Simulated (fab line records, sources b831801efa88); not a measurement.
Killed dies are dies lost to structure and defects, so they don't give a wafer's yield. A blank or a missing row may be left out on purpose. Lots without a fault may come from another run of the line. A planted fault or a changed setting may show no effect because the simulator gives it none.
fab line records | flow gf180mcu
record lots=7 wafers=21 last_day=34
route steps=602 shown V1@336
lots that met no fault: from a run of the same line without faults
start_h: hours from the record's first day to the start of the lot's first wafer shown | wait_h: hours since the lot's step before | " the same as in the row above | L1.1+2: a row that stands for several wafers | - no value, or no start given | * or withheld: withheld | < > ~ a bound
route shown NAME@n: a module of which the file shows steps, and the number in the route of the first | usual: mean/standard deviation of fault-free wafers | same: alike in all rows | chamber/n: place in a boat | sites: the reading at each site | _std_site: their standard deviation | _edge_site: outer sites' mean less inner sites' | radius_mm: how far each site lies from the wafer's centre | mask NAME#n: copy n | behind: the tool/chamber that last shaped the wafer | hold: why the lot was held/for how many hours/how that ended | device: the transistor (n, p or np) that didn't switch | end of line: the same wafers' tests at the end of the route | a step without rows: its recipe alone | killed: dies lost to structure and defects at the first sort, not the wafer's yield | map: a wafer's dies, x killed, . not, _ none there
set.NAME: the setting as run; set.NAME@STEP: as run at that earlier step | model.NAME: the simulator's own value behind a step, which no gauge read
lots at some steps of the route; a table a step, a row a wafer
services: from which hour (start_h, from the record's first day; less than 0 if before it) a tool's chamber was out of use, for how many hours, and why
## steps
# step GF_V1_THK_MEAS_01
# recipe reads=SiO2_of_V1_CVD_00
# usual V1_CVD_00_THK=599/7
# columns lot.wafer tool chamber start_h wait_h V1_CVD_00_THK[nm]
L215.1 film_metro-01 - 396.04 0.0 598
L215.2 " - " " 600
L215.6 " - " " 595
L221.4 film_metro-03 - 446.75 0.0 594
L221.5 " - " " 593
L221.6 " - " " 598
L228.2 film_metro-01 - 496.84 0.0 601
L228.3 " - " " 597
L228.4 " - " " 600
L229.1 film_metro-03 - 514.13 0.0 593
L229.2 " - " " 588
L229.3 " - " " 601
L230.3 film_metro-01 - 519.49 0.1 599
L230.4 " - " " 597
L230.6 " - " " 607
L236.1 film_metro-01 - 560.70 0.0 600
L236.2 " - " " 602
L236.3 " - " " 601
L238.2 film_metro-04 - 579.09 0.0 594
L238.5 " - " " 595
L238.6 " - " " 614
# step GF_V1_CVD_02
# recipe material=SiO2 target_thk_nm=850 precursor=TEOS temp_c=400 time_s=94.851 rf_w=600
# usual heater_power_w=626/110
# columns lot.wafer tool chamber start_h wait_h heater_power_w
L215.1 pecvd-03 0 396.10 0.1 505
L215.2 " 1 " " 650
L215.6 " 0 " " 548
L221.4 pecvd-01 1 446.81 0.1 434
L221.5 " 2 " " 687
L221.6 " 0 " " 736
L228.2 pecvd-01 0 496.89 0.0 751
L228.3 " 1 " " 486
L228.4 " 1 " " 504
L229.1 pecvd-03 0 514.19 0.1 504
L229.2 " 1 " " 550
L229.3 " 2 " " 751
L230.3 pecvd-01 2 519.53 0.0 725
L230.4 " 2 " " 559
L230.6 " 1 " " 482
L236.1 pecvd-04 2 560.76 0.1 699
L236.2 " 1 " " 565
L236.3 " 0 " " 774
L238.2 pecvd-04 0 579.14 0.0 754
L238.5 " 1 " " 561
L238.6 " 2 " " 577
# step GF_V1_THK_MEAS_03
# recipe reads=SiO2_of_V1_CVD_02
# usual V1_CVD_02_THK=849/11
# columns lot.wafer tool chamber start_h wait_h V1_CVD_02_THK[nm]
L215.1 film_metro-04 - 396.17 0.0 846
L215.2 " - " " 857
L215.6 " - " " 859
L221.4 film_metro-03 - 446.88 0.0 847
L221.5 " - " " 852
L221.6 " - " " 864
L228.2 film_metro-03 - 496.97 0.0 832
L228.3 " - " " 824
L228.4 " - " " 842
L229.1 film_metro-03 - 514.26 0.0 846
L229.2 " - " " 846
L229.3 " - " " 850
L230.3 film_metro-03 - 519.62 0.1 845
L230.4 " - " " 858
L230.6 " - " " 851
L236.1 film_metro-04 - 560.83 0.0 847
L236.2 " - " " 836
L236.3 " - " " 843
L238.2 film_metro-01 - 579.21 0.0 848
L238.5 " - " " 851
L238.6 " - " " 849
# step GF_V1_CMP_04
# recipe material=SiO2 down_force_psi=4 platen_rpm=60 pad_velocity_m_s=0.94248
# usual motor_current_A=10.4/1.5 retaining_ring_pressure_frac=1.000/0.0048 time_to_endpoint_s=80/5
# columns lot.wafer tool chamber start_h wait_h motor_current_A retaining_ring_pressure_frac time_to_endpoint_s
L215.2 cmp-01 2 396.33 0.1 8.2 0.996 86
L215.1 " 3 " " 12.4 1.000 75
L215.6 " 0 " " 9.7 0.997 87
L221.4 cmp-02 1 446.96 0.1 10.0 1.000 71
L221.5 " 0 " " 10.4 1.005 80
L221.6 " 1 " " 9.5 1.004 78
L228.3 cmp-01 1 497.07 0.1 11.0 1.004 69
L228.4 " 2 " " 8.4 1.002 80
L228.2 " 3 " " 12.5 1.000 71
L229.2 cmp-01 2 514.47 0.2 8.1 1.005 83
L229.1 " 3 " " 12.4 1.002 78
L229.3 " 0 " " 9.4 0.992 87
L230.3 cmp-02 1 519.71 0.1 10.4 0.994 75
L230.4 " 2 " " 8.5 1.000 84
L230.6 " 1 " " 10.3 0.996 79
L236.2 cmp-01 2 560.89 0.0 8.3 1.000 74
L236.3 " 0 " " 9.4 0.999 78
L236.1 " 1 " " 11.5 0.997 75
L238.2 cmp-02 1 579.26 0.0 10.3 1.003 77
L238.5 " 1 " " 10.4 0.999 75
L238.6 " 2 " " 9.5 0.998 83
# step GF_V1_BOW_MEAS_05
# recipe mode=bow
# usual V1_BOW=82/7.5
# columns lot.wafer tool chamber start_h wait_h V1_BOW[um]
L215.1 film_metro-03 - 396.53 0.1 77
L215.2 " - " " 75
L215.6 " - " " 84
L221.4 film_metro-03 - 447.32 0.3 78
L221.5 " - " " 78
L221.6 " - " " 80
L228.2 film_metro-01 - 497.34 0.1 86
L228.3 " - " " 92
L228.4 " - " " 87
L229.1 film_metro-04 - 514.72 0.1 69
L229.2 " - " " 82
L229.3 " - " " 85
L230.3 film_metro-03 - 520.00 0.2 84
L230.4 " - " " 89
L230.6 " - " " 84
L236.1 film_metro-04 - 561.19 0.1 74
L236.2 " - " " 73
L236.3 " - " " 72
L238.2 film_metro-01 - 579.58 0.3 70
L238.5 " - " " 83
L238.6 " - " " 71
# step GF_V1_DEHYDRATE_06
# recipe temp_c=200 time_s=60
# step GF_V1_HMDS_07
# recipe prime_time_s=60 prime_temp_c=120
# step GF_V1_COAT_08
# recipe resist=BARC temp_c=withheld time_s=withheld spin_rpm=withheld resist_thk_nm=withheld
# step GF_V1_COAT_09
# recipe resist=KrF spin_rpm=withheld resist_thk_nm=1000
# step GF_V1_SOFTBAKE_10
# recipe temp_c=130 time_s=60 resist=KrF
# step GF_V1_EXPOSE_11
# recipe mask_id=Via1 target_cd_nm=260 na=0.68 source_shape=conventional sigma_outer=0.6 dose_mj=38
# step GF_V1_PEB_12
# recipe peb_temp_c=135 peb_time_s=90 resist=KrF
# step GF_V1_DEVELOP_13
# recipe develop_time_s=60 resist=KrF dev_temp_c=21
# usual chill_plate_temp_C=22.99/0.1 develop_time_s=60/0
# columns lot.wafer tool chamber start_h wait_h chill_plate_temp_C develop_time_s model.KrF_of_V1_COAT_09.thk_nm
L215.1 litho_track-02 0 419.65 0.2 23.11 60 982.8
L215.2 " 0 " " 22.96 60 984.4
L215.6 " 0 " " 23.12 60 982.4
L221.4 litho_track-03 0 471.76 0.1 23.18 60 988
L221.5 " 0 " " 22.94 60 988
L221.6 " 0 " " 23.28 60 988.1
L228.2 litho_track-03 - 520.46 0.2 - - 1001
L228.3 " - " " - - 1000
L228.4 " - " " - - 1001
L229.1 litho_track-03 - 537.73 0.2 - - 1005
L229.2 " - " " - - 1002
L229.3 " - " " - - 1006
L230.3 litho_track-02 - 542.60 0.1 - - 1001
L230.4 " - " " - - 999.2
L230.6 " - " " - - 999.1
L236.1 litho_track-04 0 582.57 0.2 22.84 60 986.3
L236.2 " 0 " " 22.82 60 988.1
L236.3 " 0 " " 22.85 60 987.9
L238.2 litho_track-04 0 600.24 0.2 23.02 60 988.3
L238.5 " 0 " " 23.04 60 990
L238.6 " 0 " " 22.98 60 989.9
# step GF_V1_CD_MEAS_14
# recipe target_cd_nm=260
# usual cd_nm=260.1/1.2
# columns lot.wafer tool chamber start_h wait_h cd_nm
L215.1 cd_sem-01 - 419.80 0.1 258.2
L215.2 " - " " 257.8
L215.6 " - " " 259.2
L221.4 cd_sem-01 - 471.89 0.1 260.4
L221.5 " - " " 259.3
L221.6 " - " " 258.9
L228.2 cd_sem-02 - 520.60 0.1 -
L228.3 " - " " -
L228.4 " - " " -
L229.1 cd_sem-02 - 537.88 0.1 -
L229.2 " - " " -
L229.3 " - " " -
L230.3 cd_sem-02 - 542.74 0.1 -
L230.4 " - " " -
L230.6 " - " " -
L236.1 cd_sem-01 - 582.72 0.1 259.8
L236.2 " - " " 260.6
L236.3 " - " " 260.5
L238.2 cd_sem-02 - 600.39 0.1 261.0
L238.5 " - " " 261.1
L238.6 " - " " 261.3
## services
# columns tool chamber start_h hours kind
pecvd-01 1 373.97 5.8 repair
pecvd-03 - 390.61 0.9 repair
cmp-02 - 392.04 5.5 repair
cmp-02 - 394.57 0.6 repair
cmp-01 - 394.91 0.4 repair
cmp-01 - 407.53 4.0 pm
pecvd-01 - 432.15 2.8 pm
pecvd-01 2 446.99 4.5 repair
pecvd-04 0 450.02 10.3 repair
pecvd-01 2 451.83 11.0 repair
pecvd-04 - 468.06 2.8 pm
pecvd-04 - 471.77 1.5 repair
cmp-02 - 483.23 6.1 repair
pecvd-01 - 487.92 2.4 repair
pecvd-01 2 504.96 6.2 repair
cmp-01 - 510.56 2.3 repair
cmp-02 - 532.43 4.4 pm
cmp-02 - 543.82 3.0 repair
cmp-02 - 548.94 6.2 repair
cmp-02 - 560.27 1.6 repair
cmp-02 - 572.15 4.0 pm
cmp-01 - 575.70 4.2 repair
cmp-02 - 586.02 0.8 repair
cmp-01 - 587.65 3.7 repair
## key
first_sign step=GF_V1_DEVELOP_13 reading=tool_record direction=missing
effect none on later readings
model_effect step=GF_V1_DEVELOP_13 value=KrF_of_V1_COAT_09.thk_nm without=986.7 struck=1002
met_at GF_V1_DEVELOP_13
struck_wafers L228.2,L228.3,L228.4,L229.1,L229.2,L229.3,L230.3,L230.4,L230.6
later_rows_left_out L228.2,L228.3,L228.4,L229.1,L229.2,L229.3,L230.3,L230.4,L230.6
sort_left_out L228.2,L228.3,L228.4,L229.1,L229.2,L229.3,L230.3,L230.4,L230.6
onset_between 471.76 520.46
fault kind=skipped_step_whole tool=litho_track-02,litho_track-03 chamber=- onset_h=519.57 steps=GF_V1_DEVELOP_13 scope=struck_lots_only
# sort_left_out: the simulated sort isn't trusted on such a fault, so these wafers' sort isn't shown, and their yield isn't known
# later_rows_left_out: the simulator's readings of these wafers behind a module that went badly wrong aren't trusted and aren't shown, but for the sort
